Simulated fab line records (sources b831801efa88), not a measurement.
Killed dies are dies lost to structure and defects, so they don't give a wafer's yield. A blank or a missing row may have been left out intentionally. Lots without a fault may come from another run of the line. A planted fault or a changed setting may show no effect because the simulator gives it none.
Lot-split experiment | flow gf180mcu | 5 lots, 23 wafers read, on a route of 602 steps

== THE SPLIT ITSELF ==
At GF_SAB_DEVELOP_08 (develop time 60 s), the setting develop-time-s was moved away from the recipe's 60 s on 10 of the 23 wafers read, by -7.3% to +14.4%. For the rest of the wafers, this setting stayed at what the recipe calls for.

Split to reading: the file shows no intervening step.

== THE READING ==
Shown in nm: cd-nm at GF_SAB_CD_MEAS_09, with target cd 420 nm. On this fab line, fault-free wafers typically give 419.3 nm with a standard deviation of 1.9 nm.

wafer  | tool, chamber at the split | develop-time-s as run, s | against the recipe | cd-nm, nm | against lot-mates on the recipe
L074.1 | litho-track-02, 0          | 60                       | recipe             | 420.9     | -
L074.2 | litho-track-02, 0          | 68.62                    | +14.4%             | 408.8     | -11.9
L074.3 | litho-track-02, 0          | 60                       | recipe             | 421.0     | -
L074.5 | litho-track-02, 0          | 60                       | recipe             | 420.3     | -
L074.6 | litho-track-02, 0          | 68.62                    | +14.4%             | 407.2     | -13.5
L076.1 | litho-track-01, 0          | 60                       | recipe             | 421.4     | -
L076.3 | litho-track-01, 0          | 60                       | recipe             | 419.6     | -
L076.6 | litho-track-01, 0          | 60                       | recipe             | 419.7     | -
L080.1 | litho-track-03, 0          | 65.33                    | +8.9%              | 412.9     | -8.2
L080.2 | litho-track-03, 0          | 65.33                    | +8.9%              | 412.7     | -8.4
L080.3 | litho-track-03, 0          | 60                       | recipe             | 419.3     | -
L080.4 | litho-track-03, 0          | 65.33                    | +8.9%              | 412.7     | -8.4
L080.5 | litho-track-03, 0          | 60                       | recipe             | 422.8     | -
L082.1 | litho-track-02, 0          | 56.88                    | -5.2%              | 425.6     | +3.9
L082.2 | litho-track-02, 0          | 60                       | recipe             | 422.4     | -
L082.3 | litho-track-02, 0          | 60                       | recipe             | 421.0     | -
L082.4 | litho-track-02, 0          | 56.88                    | -5.2%              | 426.4     | +4.7
L082.6 | litho-track-02, 0          | 56.88                    | -5.2%              | 426.2     | +4.5
L083.1 | litho-track-02, 0          | 60                       | recipe             | 421.2     | -
L083.3 | litho-track-02, 0          | 55.65                    | -7.3%              | 427.3     | +6.2
L083.4 | litho-track-02, 0          | 60                       | recipe             | 421.5     | -
L083.5 | litho-track-02, 0          | 55.65                    | -7.3%              | 429.3     | +8.2
L083.6 | litho-track-02, 0          | 60                       | recipe             | 420.7     | -

FIT RESULTS
A straight line over all 23 wafers: cd-nm changes by -0.933 nm for each +1% of develop-time-s; r = -0.99; the points scatter about the line by 0.91 nm.
The same after taking each lot's own level away (the mean of its wafers on the recipe; 23 wafers): -0.908 nm for each +1%; r = -0.99; scatter 0.84 nm.
On that fit, the largest move of develop-time-s shifts the reading by 13 nm.
From 420.23 to 421.70 nm: that is the span of the lots' own levels, equal to 0.8 times the standard deviation above.
Hence the lot-to-lot level has little effect on the slope; both slopes agree.
Check: -13.4 nm against its lot-mates is what the line predicts for one of the wafers moved furthest among these (+14.4%) when that wafer is left out of the fit. It came out at -11.9 nm against them.

== THESE WAFERS: OTHER SPLITS ==
Note: prior to the reading, these wafers also went through further splits. Each is held against what the fit with the lots' levels taken away leaves over:
other split on the same wafers | wafers away from the commonest value | r with cd-nm (lot level and that fit taken away)
GF_PSD_DEVELOP_06 dev-temp-c   | 12                                   | -0.16
GF_SAB_CVD_00 time-s           | 8                                    | +0.11

== THE WHOLE CHAIN: every reading that the file lists as answering this split, in the file's order ==
step              | what it does                                              | reading                                                    | change (the file's fit)               | r (the file's)
GF_SAB_CD_MEAS_09 | target cd 420 nm                                          | cd-nm                                                      | -0.91 nm for each +1% of the setting  | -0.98
GF_SAB_ETCH_11    | etches SiO2 in C4F8/O2/Ar, target depth 55 nm, time 8.5 s | SAB.cd-nm (the simulator's own value, which no gauge read) | -0.907 nm for each +1% of the setting | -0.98

== THE FILE'S OWN FIT ==
cd-nm changes by -0.91 nm for each +1% of develop-time-s, r = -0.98.
